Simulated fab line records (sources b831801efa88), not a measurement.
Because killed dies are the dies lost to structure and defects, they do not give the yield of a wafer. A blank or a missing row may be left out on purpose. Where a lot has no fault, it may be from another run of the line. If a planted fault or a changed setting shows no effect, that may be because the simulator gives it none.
2 desks, one fault / flow sky130 / each desk holds nothing but its own numbers, with what lay behind them at the end

## THE METROLOGY DESK
What the gauges read for every lot (on any tool): the sampled wafers with a number, averaged. Any lot whose mean is over 4 standard deviations away from the usual mean is out of limits and marked OUT; that distance is given in the brackets.
Columns: A = cdNm at SKY_CONTACT_CD_MEAS_14, usual 169.7 nm; B = CONTACT_OVL at SKY_CONTACT_OVL_MEAS_15, usual 3 nm
lot=L256; first seen here=day 34 05:55; A=169.7; B=6
lot=L260; first seen here=day 35 12:17; A=168.3; B=0
lot=L265; first seen here=day 37 02:35; A=168.0; B=3
lot=L268; first seen here=day 38 01:14; A=168.9; B=4
lot=L270; first seen here=day 38 18:33; A=169.9; B=5
lot=L271; first seen here=day 38 23:08; A=171.2; B=5
Finding of this desk: none of the 6 lots has anything out of limits.

## THE TOOL OWNER'S DESK: rieDiel-03
The tool's own readings at SKY_CONTACT_ETCH_18 (etches Si3N4 in CHF3/O2, stops on TiN, time 39 s, target depth 75 nm): means of the sampled wafers that have a number, for each lot that ran on this tool. Any lot whose mean is over 4 standard deviations away from the usual mean is out of limits and marked OUT; that distance is given in the brackets.
Columns: A = biasW at SKY_CONTACT_ETCH_18, usual 200.0 W; B = drypumpMotorCurrentA at SKY_CONTACT_ETCH_18, usual 5.7 A; C = oesProductAu at SKY_CONTACT_ETCH_18, usual 0.857 a.u.; D = throttleValvePct at SKY_CONTACT_ETCH_18, usual 8.792 %
lot=L256; first seen here=day 34 06:00; A=199.8; B=5.6; C=0.860; D=8.801
lot=L268; first seen here=day 38 01:00; A=186.0 (-23) OUT; B=5.6; C=0.850; D=8.796
lot=L270; first seen here=day 38 18:00; A=186.9 (-21) OUT; B=5.6; C=0.854; D=8.792
This desk's finding: out of limits on L268, L270; first on L268, day 38 01:00 (biasW at SKY_CONTACT_ETCH_18). In limits: L256.

## ALL TOGETHER
The tool owner's desk had the chance to raise an alarm at day 38 01:00 on L268, L270.
The metrology desk saw nothing out of limits.
The metrology desk holds a record of L268, L270, inside its limits.
On rieDiel-03, each named lot ran SKY_CONTACT_ETCH_18.

## WHAT HAD BEEN PUT IN BY THE SIMULATOR
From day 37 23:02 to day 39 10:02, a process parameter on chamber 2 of rieDiel-03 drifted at SKY_CONTACT_ETCH_18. Setting biasW shifted by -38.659 from 200. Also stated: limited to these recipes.
Shown lots that were struck: L268, L270.
Each desk's first reading out of limits, in hours after the fault started: the tool owner's desk, 2.
